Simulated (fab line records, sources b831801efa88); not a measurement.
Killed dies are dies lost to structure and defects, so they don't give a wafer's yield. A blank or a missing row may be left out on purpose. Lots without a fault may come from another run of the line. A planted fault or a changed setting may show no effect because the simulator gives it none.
One fault seen from 2 desks | flow gf180mcu | each desk has only its own numbers; what lay behind them comes last

THE TOOL OWNER'S DESK: hdpcvd-02
The tool's own readings at GF_V4_CVD_00 (deposits SiO2, target thk 600 nm, time 100 s): means of the sampled wafers that have a number, for each lot that ran on this tool. A lot is out of limits, marked OUT, if its mean lies more than 4 standard deviations from the usual mean; the brackets give that distance.
Columns: A = pressure_mtorr at GF_V4_CVD_00, usual 6.001 mTorr; B = sih4_flow_sccm at GF_V4_CVD_00, usual 59.99 sccm
lot  | first seen here | A     | B
L924 | day 23 15:53    | 5.989 | 59.84
L925 | day 23 16:05    | 5.988 | 60.10
L929 | day 25 07:46    | 6.011 | 59.92
L933 | day 26 17:16    | 6.003 | 59.97
L934 | day 26 22:10    | 6.001 | 63.86 (+23) OUT
L935 | day 27 04:13    | 6.014 | 64.01 (+24) OUT
This desk's finding: out of limits on L934, L935; first on L934, day 26 22:10 (sih4_flow_sccm at GF_V4_CVD_00). In limits: L924, L925, L929, L933.

THE METROLOGY DESK
What the gauges read, lot by lot, whatever tool the lot ran on: means of the sampled wafers that have a number. A lot is out of limits, marked OUT, if its mean lies more than 4 standard deviations from the usual mean; the brackets give that distance.
Columns: A = V4_CVD_00_THK at GF_V4_THK_MEAS_01, usual 599 nm; B = V4_OVL at GF_V4_OVL_MEAS_15, usual 0 nm
lot  | first seen here | A              | B
L924 | day 23 15:57    | 597            | 10
L925 | day 23 16:09    | 597            | -6
L926 | day 24 07:25    | 594            | -3
L929 | day 25 07:52    | 602            | -5
L933 | day 26 17:21    | 604            | 5
L934 | day 26 22:14    | 640 (+6.9) OUT | -4
L935 | day 27 04:19    | 644 (+7.6) OUT | 3
L938 | day 28 03:57    | 602            | 3
L939 | day 28 11:43    | 598            | 2
L940 | day 28 17:20    | 601            | -0
L943 | day 29 18:26    | 588            | 5
L947 | day 30 21:04    | 603            | -1
This desk's finding: out of limits on L934, L935; first on L934, day 26 22:14 (V4_CVD_00_THK at GF_V4_THK_MEAS_01). In limits: L924, L925, L926, L929, L933, L938, L939, L940, L943, L947.

PUT TOGETHER
The tool owner's desk could have raised an alarm at day 26 22:10, on L934, L935.
The metrology desk could have raised an alarm at day 26 22:14, on L934, L935.
Of the lots named, all ran GF_V4_CVD_00 on hdpcvd-02.

WHAT THE SIMULATOR HAD PUT IN
Process parameter drift: hdpcvd-02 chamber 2, from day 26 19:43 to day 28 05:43, at GF_V4_CVD_00. Setting sih4_flow_sccm, moved by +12, from 60. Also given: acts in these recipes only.
Lots struck among those shown: L934, L935.
Hours from the fault's start to each desk's first reading out of limits: the tool owner's desk, 2; the metrology desk, 3.
